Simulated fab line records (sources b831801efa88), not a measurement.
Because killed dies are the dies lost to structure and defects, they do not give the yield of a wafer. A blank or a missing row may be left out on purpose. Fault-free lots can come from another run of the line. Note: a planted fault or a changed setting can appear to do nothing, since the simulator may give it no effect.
fab line records	flow sky130
[record] lots = 7	wafers = 21	lastDay = 50
route steps=708 shown METAL1@442 PAD_OPEN@708
lots untouched by any fault: they come from a run of this same line in which no faults occurred
startH: hours from the record's first day to the start of the lot's first wafer shown	waitH: time in hours since the lot's previous step	" identical to the entry in the row above	L1.1+2: several wafers, shown together as one row	- no value present, or no start provided	* or withheld: withheld	< > ~ a bound
route shown NAME@n: NAME is a module with steps in the file, n the number in the route of the first one	usual: mean/standard deviation of fault-free wafers	same: alike in all rows	chamber/n: place in a boat	sites: the reading at each site	_std_site: how widely they spread, as a standard deviation	_edge_site: outer sites' mean less inner sites'	radiusMm: for every site, how far away it sits from the centre of the wafer	mask NAME#n: copy n	behind: tool/chamber where the wafer was last shaped	hold: cause of the lot's hold/its duration in hours/its outcome	device: the transistor (n, p or np) that didn't switch	end of line: the route-end tests of the same wafers	where a step has no rows: the recipe by itself	killed: the dies lost at the first sort to structure and to defects; this is not the yield of the wafer	map: a wafer's dies, marking killed ones x, the rest . and places with no die _
set.NAME: the setting as run; set.NAME@STEP: as run at that earlier step	model.NAME: the simulator's own value behind a step, which no gauge read
a table for each step, a row for each wafer; lots at some steps of the route
services: a tool's chamber out of use, with start hour (startH, from the record's first day; less than 0 if before it), hours out, and reason
[[steps]]
[step SKY_METAL1_HMDS_08]
[recipe] primeTimeS = 60	primeTempC = 120
[step SKY_METAL1_COAT_09]
[recipe] resist = BARC	tempC = withheld	timeS = withheld	spinRpm = 3000	resistThkNm = 60
[step SKY_METAL1_COAT_10]
[recipe] resist = KrF-thick	spinRpm = 3000	resistThkNm = 450
[step SKY_METAL1_SOFTBAKE_11]
[recipe] tempC = 100	timeS = 90	resist = KrF-thick
[step SKY_METAL1_EXPOSE_12]
[recipe] maskId = MM1	na = 0.8	sourceShape = annular	sigmaInner = 0.55	sigmaOuter = 0.85	targetCdNm = 140	doseMj = 28
[step SKY_METAL1_PEB_13]
[recipe] pebTempC = withheld	pebTimeS = withheld	resist = KrF-thick
[step SKY_METAL1_DEVELOP_14]
[recipe] developTimeS = 60	resist = KrF-thick	devTempC = 21
[step SKY_METAL1_CD_MEAS_15]
[recipe] targetCdNm = 140
[usual] cdNm = 139.9/1.6
lot.wafer	tool	chamber	startH	waitH	cdNm
L188.2	cdSem-01	-	772.80	-	136.9
L188.3	"	-	"	"	137.3
L188.6	"	-	"	"	138.3
L192.1	cdSem-02	-	809.52	-	141.0
L192.3	"	-	"	"	141.6
L192.4	"	-	"	"	141.1
L191.1	cdSem-01	-	810.81	-	138.8
L191.2	"	-	"	"	141.4
L191.4	"	-	"	"	140.4
L193.1	cdSem-02	-	816.16	-	140.8
L193.3	"	-	"	"	140.2
L193.5	"	-	"	"	140.5
L201.1	cdSem-01	-	869.66	-	138.4
L201.3	"	-	"	"	138.8
L201.6	"	-	"	"	138.8
L207.1	cdSem-01	-	927.52	-	140.0
L207.3	"	-	"	"	139.9
L207.4	"	-	"	"	141.2
L209.1	cdSem-01	-	934.97	-	139.0
L209.4	"	-	"	"	139.0
L209.6	"	-	"	"	140.5
[step SKY_METAL1_OVL_MEAS_16]
[usual] METAL1_OVL = 2/5.2
lot.wafer	tool	chamber	startH	waitH	METAL1_OVL[nm]
L188.2	overlay-01	-	772.91	0.1	0
L188.3	"	-	"	"	8
L188.6	"	-	"	"	1
L192.1	overlay-01	-	809.64	0.1	2
L192.3	"	-	"	"	-1
L192.4	"	-	"	"	5
L191.1	overlay-01	-	810.93	0.1	-1
L191.2	"	-	"	"	-1
L191.4	"	-	"	"	0
L193.1	overlay-02	-	816.28	0.1	8
L193.3	"	-	"	"	8
L193.5	"	-	"	"	1
L201.1	overlay-01	-	869.78	0.1	4
L201.3	"	-	"	"	1
L201.6	"	-	"	"	-3
L207.1	overlay-02	-	927.64	0.1	6
L207.3	"	-	"	"	9
L207.4	"	-	"	"	4
L209.1	overlay-02	-	935.09	0.1	1
L209.4	"	-	"	"	0
L209.6	"	-	"	"	-5
[step SKY_METAL1_DESCUM_17]
[recipe] chemistry = O2	sourcePowerW = 150	biasPowerW = 0	pressureMtorr = 10	tempC = 40	timeS = 8
[usual] drypumpMotorCurrentA = 5.73/0.22	oesProductAu = 1.001/0.008
lot.wafer	tool	chamber	startH	waitH	drypumpMotorCurrentA	oesProductAu	rfHoursCounterH
L188.2	rieMetal-02	0	772.94	0.0	5.67	1.001	12
L188.3	"	1	"	"	6.15	0.992	-
L188.6	"	1	"	"	6.12	0.996	-
L192.1	rieMetal-02	1	809.67	0.0	6.15	0.993	10
L192.3	"	1	"	"	6.13	0.991	-
L192.4	"	0	"	"	5.62	0.994	-
L191.1	rieMetal-03	1	810.97	0.0	5.80	1.000	13
L191.2	"	0	"	"	5.38	0.998	12
L191.4	"	1	"	"	5.79	1.000	-
L193.1	rieMetal-03	1	816.32	0.0	5.79	1.011	13
L193.3	"	0	"	"	5.38	1.007	-
L193.5	"	1	"	"	5.79	1.016	-
L201.1	rieMetal-03	1	869.82	0.0	5.79	1.000	15
L201.3	"	1	"	"	5.82	1.007	-
L201.6	"	0	"	"	5.41	0.998	-
L207.1	rieMetal-01	1	927.68	0.0	5.76	1.003	5
L207.3	"	0	"	"	5.68	1.004	-
L207.4	"	1	"	"	5.76	1.011	-
L209.1	rieMetal-03	0	935.13	0.0	5.40	0.996	17
L209.4	"	0	"	"	5.40	0.998	-
L209.6	"	0	"	"	5.40	0.988	-
[step SKY_METAL1_ETCH_18]
[recipe] chemistry = N2/H2	target = BARC	ionEnergyEv = 200	biasW = 100	pressureMtorr = 30	n2FlowSccm = 100	h2FlowSccm = 200	icpW = 500	stopOn = SiO2	timeS = 45.9	targetDepthA = 600
[usual] drypumpMotorCurrentA = 5.74/0.21	oesProductAu = 0.855/0.0048	throttleValvePct = 13.224/0.0079
lot.wafer	tool	chamber	startH	waitH	drypumpMotorCurrentA	oesProductAu	rfHoursCounterH	throttleValvePct
L188.2	rieMetal-02	0	772.97	0.0	5.65	0.858	12	13.230
L188.3	"	1	"	"	6.09	0.854	-	13.225
L188.6	"	1	"	"	6.09	0.849	-	13.234
L192.1	rieMetal-02	1	809.71	0.0	6.10	0.862	10	13.218
L192.3	"	1	"	"	6.08	0.852	-	13.232
L192.4	"	0	"	"	5.69	0.845	-	13.226
L191.1	rieMetal-03	1	811.00	0.0	5.77	0.859	13	13.218
L191.2	"	0	"	"	5.37	0.847	12	13.220
L191.4	"	1	"	"	5.78	0.858	-	13.213
L193.1	rieMetal-03	1	816.35	0.0	5.78	0.848	13	13.221
L193.3	"	0	"	"	5.42	0.859	-	13.231
L193.5	"	1	"	"	5.77	0.850	-	13.225
L201.1	rieMetal-03	1	869.85	0.0	5.75	0.852	15	13.221
L201.3	"	1	"	"	5.76	0.854	-	13.217
L201.6	"	0	"	"	5.42	0.861	-	13.219
L207.1	rieMetal-01	1	927.71	0.0	5.76	0.854	5	13.223
L207.3	"	0	"	"	5.68	0.852	-	13.242
L207.4	"	1	"	"	5.77	0.853	-	13.230
L209.1	rieMetal-03	0	935.19	0.1	5.43	0.854	17	13.215
L209.4	"	0	"	"	5.41	0.857	-	13.220
L209.6	"	0	"	"	5.43	0.860	-	13.226
[step SKY_METAL1_METAL_ETCH_19]
[recipe] targetDepthA = 3600	stopOn = SiO2	overEtchFrac = 0.3	timeS = 78	chemistry = Cl2/BCl3	resistSidewallDeg = 88	pressureMtorr = 10	icpW = 900	biasW = 48.5	Cl2_flow_sccm = 60	bcl3FlowSccm = 30
[usual] bcl3FlowSccm = 29.99/0.092	drypumpMotorCurrentA = 5.74/0.22	oesProductAu = 0.854/0.0069	throttleValvePct = 22.264/0.01
lot.wafer	tool	chamber	startH	waitH	bcl3FlowSccm	drypumpMotorCurrentA	oesProductAu	rfHoursCounterH	throttleValvePct
L188.2	rieMetal-02	0	773.03	0.0	29.96	5.67	0.849	12	22.258
L188.3	"	1	"	"	29.95	6.12	0.857	-	22.270
L188.6	"	1	"	"	29.86	6.14	0.858	-	22.258
L192.1	rieMetal-02	1	809.77	0.0	29.93	6.19	0.841	10	22.268
L192.3	"	1	"	"	29.94	6.14	0.848	-	22.273
L192.4	"	0	"	"	29.98	5.67	0.849	-	22.283
L191.1	rieMetal-03	1	811.06	0.0	30.02	5.80	0.849	13	22.268
L191.2	"	0	"	"	29.94	5.41	0.855	12	22.271
L191.4	"	1	"	"	29.91	5.77	0.852	-	22.258
L193.1	rieMetal-03	1	816.41	0.0	29.99	5.81	0.855	13	22.268
L193.3	"	0	"	"	29.93	5.39	0.852	-	22.249
L193.5	"	1	"	"	30.19	5.80	0.854	-	22.281
L201.1	rieMetal-03	1	869.91	0.0	29.91	5.76	0.865	15	22.261
L201.3	"	1	"	"	30.12	5.74	0.846	-	22.270
L201.6	"	0	"	"	29.93	5.34	0.836	-	22.253
L207.1	rieMetal-01	1	927.77	0.0	30.11	5.77	0.854	5	22.255
L207.3	"	0	"	"	29.96	5.68	0.853	-	22.260
L207.4	"	1	"	"	30.03	5.76	0.845	-	22.295
L209.1	rieMetal-03	0	935.32	0.1	29.96	5.37	0.855	17	22.249
L209.4	"	0	"	"	30.11	5.39	0.848	-	22.257
L209.6	"	0	"	"	30.14	5.37	0.852	-	22.257
[step SKY_METAL1_STRIP_20]
[recipe] chemistry = O2/N2	powerW = 1400	pressureMtorr = 1500	platenTempC = withheld	o2FlowSccm = 3000	n2FlowSccm = 300	overashFraction = 0.5
[usual] chamberPressureMTorr = 1499.8/1.3	drypumpMotorCurrentA = 5.7/0.53	oesProductAu = 0.343/0.005	overashFraction = 0.5/0	stripTimeToEndpointS = 2.70/0.032
lot.wafer	tool	chamber	startH	waitH	chamberPressureMTorr	drypumpMotorCurrentA	oesProductAu	overashFraction	rfHoursCounterH	stripTimeToEndpointS	model.KrF-thick_of_METAL1_COAT_10.thkNm
L188.2	plasmaAsher-01	0	773.12	0.1	1500.3	5.7	0.343	0.5	34	2.73	0
L188.3	"	1	"	"	1499.6	4.9	0.346	0.5	-	2.75	0
L188.6	"	1	"	"	1500.1	4.9	0.345	0.5	-	2.74	0
L192.1	plasmaAsher-01	1	809.86	0.1	-	-	-	-	-	-	158.3
L192.3	"	0	"	"	-	-	-	-	-	-	161.4
L192.4	"	1	"	"	-	-	-	-	-	-	157.8
L191.1	plasmaAsher-02	0	811.15	0.1	-	-	-	-	-	-	156.3
L191.2	"	1	"	"	-	-	-	-	-	-	161.3
L191.4	"	1	"	"	-	-	-	-	-	-	157.8
L193.1	plasmaAsher-04	1	816.50	0.1	-	-	-	-	-	-	159.4
L193.3	"	0	"	"	-	-	-	-	-	-	159.7
L193.5	"	1	"	"	-	-	-	-	-	-	158.6
L201.1	plasmaAsher-02	0	870.00	0.1	1498.8	5.7	0.340	0.5	13	2.64	0
L201.3	"	1	"	"	1500.8	5.8	0.341	0.5	-	2.63	0
L201.6	"	1	"	"	1500.6	5.8	0.344	0.5	-	2.67	0
L207.1	plasmaAsher-02	0	927.86	0.1	1498.5	5.7	0.343	0.5	20	2.68	0
L207.3	"	1	"	"	1499.7	5.8	0.347	0.5	-	2.68	0
L207.4	"	0	"	"	1499.6	5.7	0.339	0.5	-	2.64	0
L209.1	plasmaAsher-04	1	935.50	0.1	1499.7	5.4	0.338	0.5	111	2.70	0
L209.4	"	1	"	"	1498.7	5.4	0.342	0.5	-	2.68	0
L209.6	"	1	"	"	1499.2	5.4	0.343	0.5	-	2.69	0
[step SKY_METAL1_STRIP_21]
[recipe] chemistry = postEtchResidueRemover	timeS = 1200	tempC = 72.5
[step SKY_PAD_OPEN_PROBE_99]
[usual] defectLimitedYield = 82.5/1.9	killed_at_M0_to_M3 = 43/6.6	killed_at_M4_up = 3.0/1.8	killedAtContacts = 24/5.1	killedAtFrontEnd = 16/4.5	killedAtOther = 0.3/0.67	killedDies = 86/9.3	killedOnRim = 17/3.8	killedOpen = 47/6.9	killedShort = 39/6.6	sort_bin_3_pad_short = 0.9/0.41	sort_bin_5_function = 10.4/1.4	sort_bin_6_memory = 6.2/1.1	sortNPass = 406/9.3	sortYieldPct = 82.5/1.9
[same] grossDies = 492	killedAtBackSide = 0	sort_bin_4_leakage[%] = 0	sort_bin_8_speed[%] = 0
lot.wafer	tool	chamber	startH	waitH	hold	defectLimitedYield[%]	killed_at_M0_to_M3	killed_at_M4_up	killedAtContacts	killedAtFrontEnd	killedAtOther	killedDies	killedOnRim	killedOpen	killedShort	sort_bin_3_pad_short[%]	sort_bin_5_function[%]	sort_bin_6_memory[%]	sortNPass	sortYieldPct[%]
L188.2	prober-02	-	1081.28	0.1	-	85.2	40	3	16	14	0	73	17	47	26	0.2	9.1	5.5	419	85.2
L188.3	prober-02	-	1081.33	0.2	-	86.2	32	2	22	12	0	68	9	36	30	0.4	7.7	5.7	424	86.2
L188.6	prober-02	-	1081.48	0.2	-	80.9	51	5	21	17	0	94	20	45	44	1.2	11.2	6.7	398	80.9
L192.1	prober-02	-	1108.03	0.1	awaitDispo/2.2h/scrap	0.4	459	1	20	10	0	490	95	47	27	0.6	93.7	5.3	2	0.4
L192.3	prober-02	-	1108.13	0.2	awaitDispo/2.2h/scrap	0	446	4	26	16	0	492	96	45	41	1.2	92.3	6.5	0	0
L192.4	prober-02	-	1108.18	0.2	awaitDispo/2.2h/scrap	0.4	456	0	19	15	0	490	96	35	31	1.0	93.1	5.5	2	0.4
L191.1	prober-02	-	1110.58	0.1	awaitDispo/1.8h/scrap	0.6	445	2	27	14	1	489	93	54	34	0.2	93.5	5.7	3	0.6
L191.2	prober-02	-	1110.63	0.1	awaitDispo/1.8h/scrap	0	459	1	21	11	0	492	96	37	40	0.8	94.9	4.3	0	0
L191.4	prober-02	-	1110.73	0.2	awaitDispo/1.8h/scrap	0.4	444	5	30	11	0	490	95	57	31	1.4	92.3	5.9	2	0.4
L193.1	prober-01	-	1115.00	0.1	awaitDispo/1.2h/scrap	0	453	1	23	14	1	492	96	52	34	0.4	92.9	6.7	0	0
L193.3	prober-01	-	1115.10	0.2	awaitDispo/1.2h/scrap	0.2	457	2	17	15	0	491	96	41	31	0.6	93.7	5.5	1	0.2
L193.5	prober-01	-	1115.20	0.2	awaitDispo/1.2h/scrap	0.4	440	2	29	19	0	490	95	47	40	1.2	91.7	6.7	2	0.4
L201.1	prober-01	-	1155.38	0.1	-	79.5	45	4	34	17	1	101	17	56	45	0.6	12.0	7.9	391	79.5
L201.3	prober-01	-	1155.48	0.2	-	79.7	49	1	27	22	1	100	20	54	46	1.4	12.6	6.3	392	79.7
L201.6	prober-01	-	1155.63	0.2	-	78.7	50	2	35	17	1	105	16	54	51	1.0	13.0	7.3	387	78.7
L207.1	prober-02	-	1192.43	0.1	-	85.2	36	5	18	14	0	73	17	40	33	0.6	8.1	6.1	419	85.2
L207.3	prober-02	-	1192.53	0.2	-	84.1	32	3	25	17	1	78	18	37	41	0.8	9.6	5.5	414	84.1
L207.4	prober-02	-	1192.58	0.2	-	80.3	51	3	25	17	1	97	24	54	43	0.6	11.8	7.3	395	80.3
L209.1	prober-02	-	1197.90	0.1	-	79.5	49	2	32	18	0	101	15	59	42	0.8	12.2	7.5	391	79.5
L209.4	prober-02	-	1198.05	0.2	-	81.3	45	3	28	16	0	92	17	38	53	1.2	12.2	5.3	400	81.3
L209.6	prober-02	-	1198.15	0.2	-	85.6	35	0	19	17	0	71	11	45	26	1.0	8.5	4.9	421	85.6
// killed by level:class
L188.2 VIA1:geometricParticle:open=14 VIA3:geometricParticle:open=9 CONTACT:geometricParticle:open=5 FIELD_ISO:geometricParticle:open=4 LI_CONTACT:geometricParticle:open=4 LOCAL_INTERCONNECT:geometricParticle:short=4 FIELD_ISO:geometricParticle:short=3 POLY_GATE:geometricParticle:open=3
L188.3 LI_CONTACT:geometricParticle:open=7 CONTACT:geometricParticle:open=7 FIELD_ISO:geometricParticle:open=5 VIA1:geometricParticle:open=5 VIA2:geometricParticle:open=5 VIA3:geometricParticle:short=5 VIA2:geometricParticle:short=4 CONTACT:geometricParticle:short=4
L188.6 VIA1:geometricParticle:open=10 METAL1:geometricParticle:short=9 FIELD_ISO:geometricParticle:open=7 METAL2:geometricParticle:short=7 VIA3:geometricParticle:open=6 CONTACT:geometricParticle:open=6 LI_CONTACT:geometricParticle:open=5 CONTACT:geometricParticle:short=5
L192.1 VIA1:areaHdpcvd=416 CONTACT:geometricParticle:open=12 VIA3:geometricParticle:open=9 VIA2:geometricParticle:open=7 VIA1:geometricParticle:open=7 LOCAL_INTERCONNECT:geometricParticle:short=4 METAL2:geometricParticle:short=4 FIELD_ISO:geometricParticle:short=3
L192.3 VIA1:areaHdpcvd=406 VIA2:geometricParticle:open=9 CONTACT:geometricParticle:short=8 VIA1:geometricParticle:open=8 CONTACT:geometricParticle:open=7 METAL2:geometricParticle:short=7 LI_CONTACT:geometricParticle:open=6 METAL1:geometricParticle:short=6
L192.4 VIA1:areaHdpcvd=424 CONTACT:geometricParticle:open=9 VIA1:geometricParticle:open=8 METAL2:geometricParticle:short=5 FIELD_ISO:geometricParticle:short=4 POLY_GATE:geometricParticle:short=4 VIA3:geometricParticle:open=4 POLY_GATE:geometricParticle:open=3
L191.1 VIA1:areaHdpcvd=401 VIA1:geometricParticle:open=16 LOCAL_INTERCONNECT:geometricParticle:short=10 METAL2:geometricParticle:short=8 CONTACT:geometricParticle:open=7 VIA3:geometricParticle:open=7 POLY_GATE:geometricParticle:open=6 LI_CONTACT:geometricParticle:open=6
L191.2 VIA1:areaHdpcvd=415 VIA1:geometricParticle:short=8 VIA3:geometricParticle:open=8 CONTACT:geometricParticle:open=7 CONTACT:geometricParticle:short=6 VIA2:geometricParticle:open=6 METAL1:geometricParticle:short=5 METAL2:geometricParticle:short=5
L191.4 VIA1:areaHdpcvd=402 CONTACT:geometricParticle:open=16 VIA1:geometricParticle:open=10 LI_CONTACT:geometricParticle:open=8 METAL1:geometricParticle:short=6 VIA2:geometricParticle:open=6 METAL4:geometricParticle:short=5 VIA1:geometricParticle:short=4
L193.1 VIA1:areaHdpcvd=406 VIA2:geometricParticle:open=13 CONTACT:geometricParticle:open=9 METAL2:geometricParticle:short=6 VIA1:geometricParticle:open=6 LI_CONTACT:geometricParticle:open=5 FIELD_ISO:geometricParticle:open=4 CONTACT:geometricParticle:short=4
L193.3 VIA1:areaHdpcvd=418 VIA1:geometricParticle:open=11 VIA2:geometricParticle:open=7 FIELD_ISO:geometricParticle:short=5 CONTACT:geometricParticle:open=5 CONTACT:geometricParticle:short=4 METAL1:geometricParticle:short=4 VIA1:geometricParticle:short=4
L193.5 VIA1:areaHdpcvd=401 CONTACT:geometricParticle:open=12 METAL2:geometricParticle:short=8 CONTACT:geometricParticle:short=7 VIA1:geometricParticle:open=7 LI_CONTACT:geometricParticle:open=6 VIA1:geometricParticle:short=6 VIA3:geometricParticle:open=6
L201.1 CONTACT:geometricParticle:open=10 LI_CONTACT:geometricParticle:open=9 VIA1:geometricParticle:open=8 CONTACT:geometricParticle:short=7 VIA1:geometricParticle:short=6 VIA3:geometricParticle:open=6 POLY_GATE:geometricParticle:short=5 LOCAL_INTERCONNECT:geometricParticle:short=5
L201.3 VIA2:geometricParticle:open=9 FIELD_ISO:geometricParticle:short=8 CONTACT:geometricParticle:open=8 VIA1:geometricParticle:open=8 VIA3:geometricParticle:open=8 FIELD_ISO:geometricParticle:open=7 LI_CONTACT:geometricParticle:open=6 VIA1:geometricParticle:short=6
L201.6 CONTACT:geometricParticle:open=16 LI_CONTACT:geometricParticle:open=9 METAL1:geometricParticle:short=9 VIA3:geometricParticle:open=9 VIA1:geometricParticle:open=7 LOCAL_INTERCONNECT:geometricParticle:short=6 VIA2:geometricParticle:open=6 METAL2:geometricParticle:short=5
L207.1 VIA3:geometricParticle:open=8 VIA1:geometricParticle:open=8 CONTACT:geometricParticle:open=7 METAL4:geometricParticle:short=5 VIA2:geometricParticle:short=5 FIELD_ISO:geometricParticle:open=4 LI_CONTACT:geometricParticle:open=4 FIELD_ISO:geometricParticle:short=3
L207.3 CONTACT:geometricParticle:open=8 FIELD_ISO:geometricParticle:short=7 FIELD_ISO:geometricParticle:open=6 LI_CONTACT:geometricParticle:open=6 VIA1:geometricParticle:open=6 CONTACT:geometricParticle:short=5 METAL2:geometricParticle:short=5 VIA1:geometricParticle:short=5
L207.4 VIA1:geometricParticle:open=16 VIA2:geometricParticle:open=8 LI_CONTACT:geometricParticle:open=7 CONTACT:geometricParticle:open=6 METAL1:geometricParticle:short=6 CONTACT:geometricParticle:short=5 POLY_GATE:geometricParticle:short=4 LI_CONTACT:geometricParticle:short=4
L209.1 VIA1:geometricParticle:open=16 LI_CONTACT:geometricParticle:open=12 CONTACT:geometricParticle:open=10 VIA2:geometricParticle:open=7 VIA1:geometricParticle:short=6 METAL1:geometricParticle:short=6 FIELD_ISO:geometricParticle:short=5 LOCAL_INTERCONNECT:geometricParticle:short=5
L209.4 METAL1:geometricParticle:short=12 CONTACT:geometricParticle:open=11 LI_CONTACT:geometricParticle:open=6 VIA2:geometricParticle:open=6 FIELD_ISO:geometricParticle:short=5 CONTACT:geometricParticle:short=5 VIA2:geometricParticle:short=5 FIELD_ISO:geometricParticle:open=4
L209.6 CONTACT:geometricParticle:open=7 POLY_GATE:geometricParticle:short=7 VIA1:geometricParticle:open=7 VIA2:geometricParticle:open=7 VIA3:geometricParticle:open=6 LI_CONTACT:geometricParticle:open=6 METAL2:geometricParticle:short=6 METAL1:geometricParticle:short=4
// map L191.2 (x killed, . not)
__________xxxxxxxxxx_________
________xxxxxxxxxxxxxx_______
______xxxxxxxxxxxxxxxxxx_____
_____xxxxxxxxxxxxxxxxxxxx____
____xxxxxxxxxxxxxxxxxxxxxx___
___xxxxxxxxxxxxxxxxxxxxxxxx__
__xxxxxxxxxxxxxxxxxxxxxxxxxx_
_xxxxxxxxxxxxxxxxxxxxxxxxxxxx
_xxxxxxxxxxxxxxxxxxxxxxxxxxxx
_xxxxxxxxxxxxxxxxxxxxxxxxxxxx
_xxxxxxxxxxxxxxxxxxxxxxxxxxxx
_xxxxxxxxxxxxxxxxxxxxxxxxxxxx
_xxxxxxxxxxxxxxxxxxxxxxxxxxxx
_xxxxxxxxxxxxxxxxxxxxxxxxxxxx
_xxxxxxxxxxxxxxxxxxxxxxxxxxxx
__xxxxxxxxxxxxxxxxxxxxxxxxxx_
___xxxxxxxxxxxxxxxxxxxxxxxx__
____xxxxxxxxxxxxxxxxxxxxxx___
_____xxxxxxxxxxxxxxxxxxxx____
______xxxxxxxxxxxxxxxxxx_____
________xxxxxxxxxxxxxx_______
__________xxxxxxxxxx_________
// map L192.3 (x killed, . not)
__________xxxxxxxxxx_________
________xxxxxxxxxxxxxx_______
______xxxxxxxxxxxxxxxxxx_____
_____xxxxxxxxxxxxxxxxxxxx____
____xxxxxxxxxxxxxxxxxxxxxx___
___xxxxxxxxxxxxxxxxxxxxxxxx__
__xxxxxxxxxxxxxxxxxxxxxxxxxx_
_xxxxxxxxxxxxxxxxxxxxxxxxxxxx
_xxxxxxxxxxxxxxxxxxxxxxxxxxxx
_xxxxxxxxxxxxxxxxxxxxxxxxxxxx
_xxxxxxxxxxxxxxxxxxxxxxxxxxxx
_xxxxxxxxxxxxxxxxxxxxxxxxxxxx
_xxxxxxxxxxxxxxxxxxxxxxxxxxxx
_xxxxxxxxxxxxxxxxxxxxxxxxxxxx
_xxxxxxxxxxxxxxxxxxxxxxxxxxxx
__xxxxxxxxxxxxxxxxxxxxxxxxxx_
___xxxxxxxxxxxxxxxxxxxxxxxx__
____xxxxxxxxxxxxxxxxxxxxxx___
_____xxxxxxxxxxxxxxxxxxxx____
______xxxxxxxxxxxxxxxxxx_____
________xxxxxxxxxxxxxx_______
__________xxxxxxxxxx_________
[[services]]
tool	chamber	startH	hours	kind
plasmaAsher-01	-	760.57	2.8	pm
rieMetal-03	-	770.98	1.4	pm
plasmaAsher-01	-	788.99	1.2	repair
rieMetal-01	1	798.99	-	clean
rieMetal-01	1	798.99	14.5	scheduledDown
rieMetal-01	1	798.99	14.5	ventCycle
plasmaAsher-01	-	819.43	2.3	repair
rieMetal-01	0	831.71	6.1	repair
rieMetal-01	0	850.89	8.2	repair
rieMetal-02	0	868.15	-	clean
rieMetal-02	0	868.15	26.1	scheduledDown
rieMetal-02	0	868.15	26.1	ventCycle
rieMetal-01	-	899.43	1.2	repair
plasmaAsher-04	-	903.55	5.6	repair
rieMetal-01	-	923.78	1.2	repair
rieMetal-02	-	929.75	0.3	repair
rieMetal-02	1	929.97	4.8	repair
rieMetal-03	1	930.71	-	clean
rieMetal-03	1	930.71	21.7	scheduledDown
rieMetal-03	1	930.71	21.7	ventCycle
[[key]]
[firstSign] step = SKY_METAL1_STRIP_20	reading = toolRecord	direction = missing
[effect] step = SKY_PAD_OPEN_PROBE_99	reading = killed_at_M0_to_M3	direction = up	sigmas = 61	usual = 43	struck = 451
[modelEffect] step = SKY_METAL1_STRIP_20	value = KrF-thick_of_METAL1_COAT_10.thkNm	without = 0	struck = 158.9
[moreKillsBornAt] SKY_VIA1_HDPCVD_00@hdpcvd-01 = 2471	SKY_VIA1_HDPCVD_00@hdpcvd-02 = 1218
metAt SKY_METAL1_STRIP_20
struckWafers L191.1,L191.2,L191.4,L192.1,L192.3,L192.4,L193.1,L193.3,L193.5
laterRowsLeftOut L191.1,L191.2,L191.4,L192.1,L192.3,L192.4,L193.1,L193.3,L193.5
onsetBetween 773.12 809.86
[fault] kind = skippedStepWhole	tool = plasmaAsher-01,plasmaAsher-02,plasmaAsher-04	chamber = -	onsetH = 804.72	steps = SKY_METAL1_STRIP_20	scope = struckLotsOnly
// laterRowsLeftOut: the simulator's readings of these wafers behind a module that went badly wrong aren't trusted and aren't shown, but for the sort
